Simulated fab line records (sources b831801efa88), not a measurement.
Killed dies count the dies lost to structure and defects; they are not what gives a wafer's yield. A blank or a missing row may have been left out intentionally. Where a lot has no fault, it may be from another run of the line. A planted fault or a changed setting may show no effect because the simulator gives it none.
The tool behind it: which one?	flow sky130	15 lots with 45 wafers sampled at 4 steps, on a route of 708 steps

WHAT THE GAUGES READ, wafer by wafer
No reading from a measuring or inspecting step in the record can be judged against a usual standard deviation.

WHICH TOOL RAN EACH LOT (tool, then ch and the chambers of the sampled wafers, then the start)
lot	SKY_METAL1_SPUTTER_01	SKY_METAL1_PEB_13	SKY_METAL1_ETCH_18	SKY_VIA1_ETCH_14
L967	pvd_sputter-04, day 31 17:28	litho_track-02 ch 0, day 32 19:00	rie_metal-03 ch 0,1, day 32 20:04	rie_diel-04 ch 0,1,3, day 34 00:04
L968	pvd_sputter-02, day 32 10:02	litho_track-04 ch 0, day 33 12:00	rie_metal-03 ch 0,1, day 33 12:53	rie_diel-04 ch 0,1,2, day 34 16:34
L969	pvd_sputter-04, day 32 15:22	litho_track-01 ch 0, day 33 16:00	rie_metal-03 ch 1, day 33 17:29	rie_diel-02 ch 0,1,2, day 34 21:16
L970	pvd_sputter-04, day 33 04:42	litho_track-02 ch 0, day 34 07:00	rie_metal-01 ch 0,1, day 34 07:40	rie_diel-04 ch 0,3, day 35 12:08
L971	pvd_sputter-02, day 33 10:34	litho_track-04 ch 0, day 34 12:00	rie_metal-02 ch 1, day 34 12:37	rie_diel-04 ch 1,2, day 35 16:43
L972	pvd_sputter-04, day 33 17:34	litho_track-02 ch 0, day 34 20:00	rie_metal-01 ch 0,1, day 34 20:46	rie_diel-04 ch 0,1, day 36 00:05
L973	pvd_sputter-02, day 34 00:04	litho_track-01 ch 0, day 35 02:00	rie_metal-01 ch 0,1, day 35 02:57	rie_diel-02 ch 0,1,3, day 36 06:20
L975	pvd_sputter-02, day 34 11:14	litho_track-02 ch 0, day 35 14:00	rie_metal-02 ch 1, day 35 14:35	rie_diel-04 ch 1,2, day 36 18:34
L976	pvd_sputter-02, day 34 23:25	litho_track-01 ch 0, day 36 01:00	rie_metal-03 ch 0,1, day 36 02:11	rie_diel-01 ch 2,3, day 37 06:04
L978	pvd_sputter-02, day 35 11:13	litho_track-04 ch 0, day 36 12:00	rie_metal-01 ch 0,1, day 36 13:20	rie_diel-04 ch 2,3, day 37 16:34
L986	pvd_sputter-01, day 37 22:08	litho_track-01, day 38 22:00	rie_metal-03 ch 0,1, day 38 23:21	-
L987	pvd_sputter-02, day 38 00:34	litho_track-04, day 39 01:00	rie_metal-02 ch 0,1, day 39 02:05	-
L988	pvd_sputter-02, day 38 18:58	litho_track-01, day 39 19:00	rie_metal-02 ch 0,1, day 39 19:58	-
L989	pvd_sputter-01, day 39 00:27	litho_track-02 ch 0, day 40 01:00	rie_metal-02 ch 0,1, day 40 02:07	rie_diel-02 ch 0,1, day 41 03:25
L990	pvd_sputter-04, day 39 12:37	litho_track-02 ch 0, day 40 13:00	rie_metal-01 ch 0,1, day 40 13:43	rie_diel-02 ch 0,3, day 41 15:04
- SKY_METAL1_SPUTTER_01: material TiN, target thk 20 nm, time 16.7 s.
- SKY_METAL1_PEB_13
- SKY_METAL1_ETCH_18: etches BARC in N2/H2, stops on SiO2, time 45.9 s, target depth 60 nm.
- SKY_VIA1_ETCH_14: etches BARC in N2/H2, stops on SiO2, time 45.9 s, target depth 60 nm.

AS READ BY THE TOOLS THEMSELVES (means over the sampled wafers that have a number; for cases with no such wafer, the mark the record gives instead)
SKY_METAL1_SPUTTER_01.
lot	tool	throttle_valve_pct (%)
L967	pvd_sputter-04	30.2
L968	pvd_sputter-02	30.8
L969	pvd_sputter-04	30.2
L970	pvd_sputter-04	30.2
L971	pvd_sputter-02	30.9
L972	pvd_sputter-04	30.1
L973	pvd_sputter-02	30.7
L975	pvd_sputter-02	30.6
L976	pvd_sputter-02	30.6
L978	pvd_sputter-02	30.7
L986	pvd_sputter-01	30.4
L987	pvd_sputter-02	30.5
L988	pvd_sputter-02	30.6
L989	pvd_sputter-01	30.4
L990	pvd_sputter-04	30.2

SKY_METAL1_PEB_13.
lot	tool	exhaust_pa (Pa)
L967	litho_track-02	44.8
L968	litho_track-04	44.9
L969	litho_track-01	44.8
L970	litho_track-02	45.1
L971	litho_track-04	44.3
L972	litho_track-02	43.9
L973	litho_track-01	44.3
L975	litho_track-02	45.4
L976	litho_track-01	45.7
L978	litho_track-04	45.4
L986	litho_track-01	-
L987	litho_track-04	-
L988	litho_track-01	-
L989	litho_track-02	44.8
L990	litho_track-02	45.8

SKY_METAL1_ETCH_18.
lot	tool	drypump_motor_current_A (A)	h2_flow_sccm (sccm)	oes_product_au (a.u.)	throttle_valve_pct (%)
L967	rie_metal-03	5.86	200.4	0.855	13.235
L968	rie_metal-03	5.78	200.8	0.853	13.226
L969	rie_metal-03	5.67	200.2	0.849	13.235
L970	rie_metal-01	5.54	200.1	0.855	13.228
L971	rie_metal-02	5.48	200.7	0.854	13.225
L972	rie_metal-01	5.72	200.1	0.857	13.229
L973	rie_metal-01	5.72	200.0	0.857	13.220
L975	rie_metal-02	5.50	199.8	0.855	13.231
L976	rie_metal-03	5.87	199.4	0.854	13.238
L978	rie_metal-01	5.71	200.4	0.855	13.218
L986	rie_metal-03	5.82	199.6	0.850	13.222
L987	rie_metal-02	5.46	200.5	0.849	13.224
L988	rie_metal-02	5.46	200.2	0.853	13.211
L989	rie_metal-02	5.48	200.3	0.855	13.231
L990	rie_metal-01	5.53	200.0	0.853	13.224

SKY_VIA1_ETCH_14.
lot	tool	drypump_motor_current_A (A)	h2_flow_sccm (sccm)	oes_product_au (a.u.)	throttle_valve_pct (%)
L967	rie_diel-04	5.89	200.6	0.851	13.232
L968	rie_diel-04	6.00	200.3	0.857	13.223
L969	rie_diel-02	5.79	200.5	0.855	13.222
L970	rie_diel-04	5.78	200.1	0.854	13.230
L971	rie_diel-04	6.09	199.9	0.846	13.217
L972	rie_diel-04	5.95	199.6	0.851	13.220
L973	rie_diel-02	5.95	199.7	0.856	13.228
L975	rie_diel-04	6.09	200.3	0.857	13.233
L976	rie_diel-01	5.83	200.0	0.851	13.223
L978	rie_diel-04	5.90	199.5	0.853	13.217
L989	rie_diel-02	5.80	199.9	0.861	13.223
L990	rie_diel-02	5.85	200.1	0.853	13.224

THE ANSWER, worked out from the rows above alone
Rule: the usual values come from the lots themselves. The widest of any qualifying gaps counts: lots, ordered by their means at a reading, are off when they make up no more than a third of the lots, leave a main group of 4 or more, and stand apart from it by 3 or more times the standard deviation of that group's means. If all means in a main group match to the digits the tables above print for the reading, that group is not used. Also off: a lot with no number at a reading for which 4 or more lots have one. The other lots that the step has rows for count as sound. First the gauges in route order, then the tools' own readings, where a lot's mean is used as printed above. At the first step where some lot is off, the reading lying furthest off is the one used; lots without a number count as furthest.
Off at SKY_METAL1_PEB_13 (exhaust_pa): L986, L987, L988. Without a number there: L986, L987, L988. The main group has a mean of 44.9 Pa with a standard deviation of 0.56.
A tool fits if, at that step or a process step before it, it ran every lot that is off, and no sound lot after the first of them. Of those tried, none fits.

WHAT HAD BEEN PUT IN BY THE SIMULATOR
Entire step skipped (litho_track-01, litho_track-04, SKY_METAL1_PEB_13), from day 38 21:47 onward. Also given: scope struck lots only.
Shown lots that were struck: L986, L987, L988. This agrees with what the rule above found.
